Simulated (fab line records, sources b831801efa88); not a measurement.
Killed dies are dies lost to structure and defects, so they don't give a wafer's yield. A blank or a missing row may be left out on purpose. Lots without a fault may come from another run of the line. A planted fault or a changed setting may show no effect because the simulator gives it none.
Which tool did it? | flow sky130 | 24 lots, 72 wafers sampled, at 6 steps of a route of 708

WHAT THE GAUGES READ, wafer by wafer
SKY_VIA2_THK_MEAS_01. Usual: VIA2_HDPCVD_THK 1176 nm, standard deviation 11.
lot  | measured     | on            | VIA2_HDPCVD_THK (nm) | flag
L076 | day 36 01:02 | film_metro-01 | 1168 1188 1172       |
L075 | day 36 02:02 | film_metro-02 | 1184 1177 1188       |
L074 | day 36 02:51 | film_metro-02 | 1178 1167 1172       |
L077 | day 36 03:45 | film_metro-02 | 1178 1184 1185       |
L078 | day 36 11:47 | film_metro-02 | 1191 1194 1183       |
L079 | day 36 21:41 | film_metro-02 | 1170 1178 1189       |
L080 | day 37 04:08 | film_metro-02 | 1173 1188 1174       |
L081 | day 37 14:01 | film_metro-03 | 1167 1170 1168       |
L082 | day 37 23:19 | film_metro-02 | 1173 1189 1162       |
L083 | day 38 05:20 | film_metro-01 | 1173 1173 1172       |
L084 | day 38 12:55 | film_metro-03 | 1159 1170 1158       |
L085 | day 38 14:20 | film_metro-01 | 1175 1182 1173       |
L086 | day 39 01:11 | film_metro-03 | 1174 1171 1173       |
L087 | day 39 10:31 | film_metro-01 | 1174 1166 1168       |
L088 | day 39 17:57 | film_metro-01 | 1160 1158 1175       |
L089 | day 39 22:06 | film_metro-03 | 1174 1189 1174       |
L090 | day 40 00:32 | film_metro-01 | 1162 1174 1169       |
L093 | day 41 16:39 | film_metro-02 | 1167 1176 1149       |
L094 | day 41 19:38 | film_metro-03 | 1162 1164 1182       |
L091 | day 41 20:34 | film_metro-01 | 1182 1178 1197       |
L095 | day 41 22:44 | film_metro-02 | 1195 1196 1180       |
L092 | day 41 23:19 | film_metro-03 | 1171 1162 1170       |
L096 | day 42 00:37 | film_metro-02 | 1164 1183 1168       |
L097 | day 42 06:41 | film_metro-01 | 1194 1190 1189       |

SKY_VIA2_THK_MEAS_23: measures by xrf. Usual: VIA2_W_THK 436 nm, standard deviation 8.8.
lot  | measured     | on            | VIA2_W_THK (nm) | flag
L076 | day 37 04:20 | film_metro-03 | 436 445 437     |
L075 | day 37 05:25 | film_metro-02 | 432 435 448     |
L074 | day 37 06:10 | film_metro-02 | 453 449 438     |
L077 | day 37 06:29 | film_metro-01 | 426 430 426     |
L078 | day 37 15:19 | film_metro-03 | 436 429 431     |
L079 | day 37 23:55 | film_metro-03 | 442 445 444     |
L080 | day 38 07:17 | film_metro-02 | 426 437 432     |
L081 | day 38 15:59 | film_metro-03 | 449 426 440     |
L082 | day 39 02:13 | film_metro-02 | 455 440 438     |
L083 | day 39 07:38 | film_metro-03 | 443 447 429     |
L084 | day 39 15:25 | film_metro-02 | 434 454 433     |
L085 | day 39 16:41 | film_metro-01 | 431 427 436     |
L086 | day 40 03:48 | film_metro-03 | 431 433 417     |
L087 | day 40 12:23 | film_metro-01 | 446 439 441     |
L088 | day 40 19:49 | film_metro-03 | 430 429 427     |
L089 | day 41 00:13 | film_metro-01 | 430 426 437     |
L090 | day 41 02:08 | film_metro-03 | 430 440 428     |
L093 | day 42 18:47 | film_metro-03 | 424 429 431     |
L094 | day 42 21:33 | film_metro-03 | 440 430 440     |
L091 | day 42 22:35 | film_metro-02 | 454 455 442     |
L095 | day 43 00:19 | film_metro-01 | 448 434 434     |
L092 | day 43 01:50 | film_metro-03 | 444 436 433     |
L096 | day 43 02:32 | film_metro-03 | 420 427 419     |
L097 | day 43 07:55 | film_metro-01 | 436 442 450     |

SKY_CAPM_THK_MEAS_01. Usual: CAPM_CVD_00_THK 15.51 nm, standard deviation 0.26.
lot  | measured     | on            | CAPM_CVD_00_THK (nm) | flag
L076 | day 37 04:52 | film_metro-03 | 15.48 15.39 15.79    |
L075 | day 37 05:57 | film_metro-01 | 15.51 15.51 15.76    |
L074 | day 37 06:42 | film_metro-03 | 15.39 15.61 15.78    |
L077 | day 37 07:01 | film_metro-03 | 15.29 15.60 15.81    |
L078 | day 37 15:51 | film_metro-01 | 15.88 15.18 15.31    |
L079 | day 38 00:36 | film_metro-03 | 14.95 15.45 15.27    |
L080 | day 38 07:49 | film_metro-01 | 15.74 15.75 15.82    |
L081 | day 38 16:33 | film_metro-03 | 15.65 15.10 15.94    |
L082 | day 39 02:45 | film_metro-01 | 15.81 15.29 16.14    |
L083 | day 39 08:10 | film_metro-01 | 15.44 15.81 15.33    |
L084 | day 39 15:58 | film_metro-03 | 15.53 15.24 15.23    |
L085 | day 39 17:14 | film_metro-04 | 15.35 15.54 15.30    |
L086 | day 40 04:20 | film_metro-01 | 15.36 15.80 15.65    |
L087 | day 40 12:56 | film_metro-01 | 15.73 15.60 15.85    |
L088 | day 40 20:21 | film_metro-01 | 15.79 15.52 15.90    |
L089 | day 41 00:45 | film_metro-01 | 15.74 15.52 15.79    |
L090 | day 41 02:40 | film_metro-04 | 15.21 15.35 15.23    |
L093 | day 42 19:19 | film_metro-01 | 14.93 15.40 15.91    |
L094 | day 42 22:05 | film_metro-01 | 15.31 15.57 15.83    |
L091 | day 42 23:08 | film_metro-01 | 15.70 15.28 15.89    |
L095 | day 43 00:54 | film_metro-03 | 15.57 15.52 15.46    |
L092 | day 43 02:26 | film_metro-04 | 15.55 14.77 15.45    |
L096 | day 43 03:07 | film_metro-03 | 15.36 15.71 15.30    |
L097 | day 43 08:28 | film_metro-03 | 15.44 15.33 15.32    |

SKY_CAP2M_OVL_MEAS_12. Usual: CAP2M_OVL -0.9 nm, standard deviation 1.4.
lot  | measured     | on         | CAP2M_OVL (nm) | flag
L076 | day 41 12:23 | overlay-01 | -2.9 -0.8 -2.5 |
L075 | day 41 13:51 | overlay-02 | -2.3 -0.2 -1.7 |
L074 | day 41 14:31 | overlay-01 | -0.4 -2.3 -1.8 |
L077 | day 41 15:11 | overlay-01 | -4.0 -1.7 -2.3 |
L078 | day 41 22:58 | overlay-02 | -2.6 -1.9 -3.1 |
L079 | day 42 08:03 | overlay-01 | 1.0 1.4 0.1    |
L080 | day 42 15:17 | overlay-02 | -1.3 -1.9 -0.1 |
L081 | day 42 23:49 | overlay-02 | -2.3 -1.9 -2.3 |
L082 | day 43 08:08 | overlay-02 | 0.9 -1.8 0.6   |
L083 | day 43 14:00 | overlay-02 | -3.3 -1.5 -0.7 |
L084 | day 43 19:58 | overlay-01 | -0.2 0.8 2.2   |
L085 | day 43 20:34 | overlay-02 | -2.6 -1.0 -0.4 |
L086 | day 44 06:00 | overlay-02 | -0.5 -1.9 -2.9 |
L087 | day 44 14:50 | overlay-02 | -0.5 -1.9 -2.7 |
L088 | day 44 19:16 | overlay-01 | -2.3 0.0 0.9   |
L089 | day 45 00:34 | overlay-02 | -1.7 -1.6 -3.3 |
L090 | day 45 10:08 | overlay-02 | 0.1 -3.1 0.6   |
L093 | day 46 14:32 | overlay-01 | -0.8 -0.4 0.6  |
L094 | day 46 16:43 | overlay-02 | -0.4 -0.8 1.4  |
L091 | day 46 17:01 | overlay-02 | 0.3 -1.0 -1.0  |
L095 | day 46 18:25 | overlay-02 | -1.0 0.6 -0.6  |
L092 | day 46 19:32 | overlay-02 | 0.1 -1.2 -1.1  |
L096 | day 46 20:27 | overlay-01 | 0.4 -1.2 0.2   |
L097 | day 46 23:37 | overlay-01 | 2.5 1.7 1.0    |

WHICH TOOL RAN EACH LOT (tool, then ch and the chambers of the sampled wafers, then the start)
lot  | SKY_VIA3_ETCH_14                   | SKY_METAL4_SPUTTER_03
L076 | rie_diel-03 ch 1,2, day 40 10:53   | pvd_sputter-02, day 40 12:20
L075 | rie_diel-04 ch 1,2,3, day 40 11:36 | pvd_sputter-02, day 40 13:05
L074 | rie_diel-01 ch 0,1,2, day 40 12:20 | pvd_sputter-03, day 40 14:03
L077 | rie_diel-03 ch 0,2,3, day 40 13:17 | pvd_sputter-03, day 40 14:44
L078 | rie_diel-03 ch 1,2,3, day 40 21:12 | pvd_sputter-01, day 40 22:40
L079 | rie_diel-01 ch 1,2,3, day 41 06:14 | pvd_sputter-03, day 41 07:41
L080 | rie_diel-04 ch 0,3, day 41 12:35   | pvd_sputter-02, day 41 14:32
L081 | rie_diel-04 ch 0,1,2, day 41 21:47 | pvd_sputter-01, day 41 23:13
L082 | rie_diel-01 ch 2,3, day 42 06:32   | pvd_sputter-03, day 42 08:01
L083 | rie_diel-03 ch 0,2,3, day 42 12:45 | pvd_sputter-01, day 42 14:15
L084 | rie_diel-03 ch 0,1,2, day 42 19:54 | pvd_sputter-02, day 42 21:21
L085 | rie_diel-01 ch 0,1,3, day 42 20:11 | pvd_sputter-03, day 42 21:38
L086 | rie_diel-03 ch 0,1,2, day 43 07:11 | pvd_sputter-01, day 43 08:40
L087 | rie_diel-03 ch 2,3, day 43 15:08   | pvd_sputter-02, day 43 16:35
L088 | rie_diel-04 ch 0,3, day 43 22:29   | pvd_sputter-01, day 43 23:56
L089 | rie_diel-03 ch 0,1,3, day 44 01:59 | pvd_sputter-03, day 44 03:43
L090 | rie_diel-01 ch 0,1,2, day 44 04:44 | pvd_sputter-02, day 44 13:15
L093 | rie_diel-01 ch 1,2,3, day 45 15:42 | pvd_sputter-02, day 45 17:09
L094 | rie_diel-04 ch 0,1,2, day 45 17:50 | pvd_sputter-01, day 45 19:32
L091 | rie_diel-01 ch 0,1,2, day 45 17:57 | pvd_sputter-02, day 45 19:37
L095 | rie_diel-04 ch 0,1,3, day 45 19:38 | pvd_sputter-02, day 45 21:07
L092 | rie_diel-01 ch 0,1, day 45 21:00   | pvd_sputter-01, day 45 22:27
L096 | rie_diel-03 ch 1,2, day 45 22:08   | pvd_sputter-01, day 45 23:35
L097 | rie_diel-01 ch 0,1,3, day 46 01:47 | pvd_sputter-03, day 46 03:14
- SKY_VIA3_ETCH_14: etches BARC in N2/H2, stops on SiO2, time 45.9 s, target depth 60 nm.
- SKY_METAL4_SPUTTER_03: material Ti, target thk 5 nm, time 3.3 s.

WHAT THE TOOLS THEMSELVES READ (means of the sampled wafers that have a number; where no wafer has one, the mark that the record gives instead)
SKY_VIA3_ETCH_14. Usual: drypump_motor_current_A 5.8 A, standard deviation 0.46; h2_flow_sccm 200.0 sccm, standard deviation 0.62; oes_product_au 0.855 a.u., standard deviation 0.0046; throttle_valve_pct 13.224 %, standard deviation 0.0081.
lot  | tool        | drypump_motor_current_A (A) | h2_flow_sccm (sccm) | oes_product_au (a.u.) | throttle_valve_pct (%) | flag
L076 | rie_diel-03 | 6.0                         | 199.9               | 0.855                 | 13.215                 |
L075 | rie_diel-04 | 5.9                         | 199.7               | 0.858                 | 13.228                 |
L074 | rie_diel-01 | 5.6                         | 199.8               | 0.858                 | 13.220                 |
L077 | rie_diel-03 | 6.0                         | 200.0               | 0.854                 | 13.224                 |
L078 | rie_diel-03 | 6.0                         | 199.6               | 0.857                 | 13.222                 |
L079 | rie_diel-01 | 5.3                         | 200.1               | 0.858                 | 13.224                 |
L080 | rie_diel-04 | 5.9                         | 199.7               | 0.860                 | 13.221                 |
L081 | rie_diel-04 | 5.5                         | 199.4               | 0.855                 | 13.223                 |
L082 | rie_diel-01 | 5.3                         | 200.8               | 0.856                 | 13.237                 |
L083 | rie_diel-03 | 6.0                         | 200.2               | 0.858                 | 13.215                 |
L084 | rie_diel-03 | 6.2                         | 200.7               | 0.848                 | 13.232                 |
L085 | rie_diel-01 | 5.7                         | 199.9               | 0.858                 | 13.226                 |
L086 | rie_diel-03 | 6.2                         | 200.0               | 0.854                 | 13.230                 |
L087 | rie_diel-03 | 5.8                         | 200.5               | 0.852                 | 13.225                 |
L088 | rie_diel-04 | 5.5                         | 200.1               | 0.857                 | 13.230                 |
L089 | rie_diel-03 | 6.3                         | 200.0               | 0.853                 | 13.224                 |
L090 | rie_diel-01 | 5.6                         | 200.2               | 0.856                 | 13.228                 |
L093 | rie_diel-01 | 5.3                         | 200.1               | 0.856                 | 13.219                 |
L094 | rie_diel-04 | 5.5                         | 199.9               | 0.854                 | 13.227                 |
L091 | rie_diel-01 | 5.6                         | 200.1               | 0.854                 | 13.219                 |
L095 | rie_diel-04 | 5.7                         | 199.7               | 0.858                 | 13.222                 |
L092 | rie_diel-01 | 6.0                         | 200.0               | 0.856                 | 13.225                 |
L096 | rie_diel-03 | 5.9                         | 199.1               | 0.854                 | 13.231                 |
L097 | rie_diel-01 | 5.7                         | 199.6               | 0.851                 | 13.215                 |

SKY_METAL4_SPUTTER_03. Usual: cathode_dc_power_W 3000.0 W, standard deviation 0.57; throttle_valve_pct 30.8 %, standard deviation 1.2.
lot  | tool           | cathode_dc_power_W (W) | throttle_valve_pct (%) | flag
L076 | pvd_sputter-02 | 2999.9                 | 30.7                   |
L075 | pvd_sputter-02 | 3000.3                 | 30.4                   |
L074 | pvd_sputter-03 | 2999.9                 | 30.2                   |
L077 | pvd_sputter-03 | 2999.7                 | 29.8                   |
L078 | pvd_sputter-01 | 3000.2                 | 31.9                   |
L079 | pvd_sputter-03 | 3000.4                 | 29.9                   |
L080 | pvd_sputter-02 | 3000.4                 | 30.6                   |
L081 | pvd_sputter-01 | 3000.0                 | 33.1                   |
L082 | pvd_sputter-03 | 2999.8                 | 29.9                   |
L083 | pvd_sputter-01 | 2999.9                 | 32.6                   |
L084 | pvd_sputter-02 | 2999.5                 | 30.7                   |
L085 | pvd_sputter-03 | 3000.2                 | 30.1                   |
L086 | pvd_sputter-01 | 3000.2                 | 31.4                   |
L087 | pvd_sputter-02 | 3000.8                 | 30.8                   |
L088 | pvd_sputter-01 | 2999.8                 | 31.8                   |
L089 | pvd_sputter-03 | 2999.9                 | 29.8                   |
L090 | pvd_sputter-02 | 3000.3                 | 30.6                   |
L093 | pvd_sputter-02 | 3000.4                 | 30.3                   |
L094 | pvd_sputter-01 | 2999.9                 | 31.4                   |
L091 | pvd_sputter-02 | 2999.7                 | 30.3                   |
L095 | pvd_sputter-02 | 2999.8                 | 31.0                   |
L092 | pvd_sputter-01 | 2999.6                 | 30.0                   |
L096 | pvd_sputter-01 | 3000.1                 | 32.6                   |
L097 | pvd_sputter-03 | 2999.7                 | 30.3                   |

THE ANSWER, worked out from the rows above alone
Rule: a lot is off if the mean of its wafers that have a number lies more than 3 standard deviations from the usual mean. A lot without any number at a reading at which 4 lots or more have one is off too. The other lots that the step has rows for count as sound. The gauges are gone through in route order, then the tools' own readings, and for those a lot's mean is taken as printed above. The first step at which some lot is off is used, and at that step the reading that is off furthest; a lot without a number counts as furthest.
No lot is off at any reading shown: from this, nothing can be told.

WHAT THE SIMULATOR HAD PUT IN
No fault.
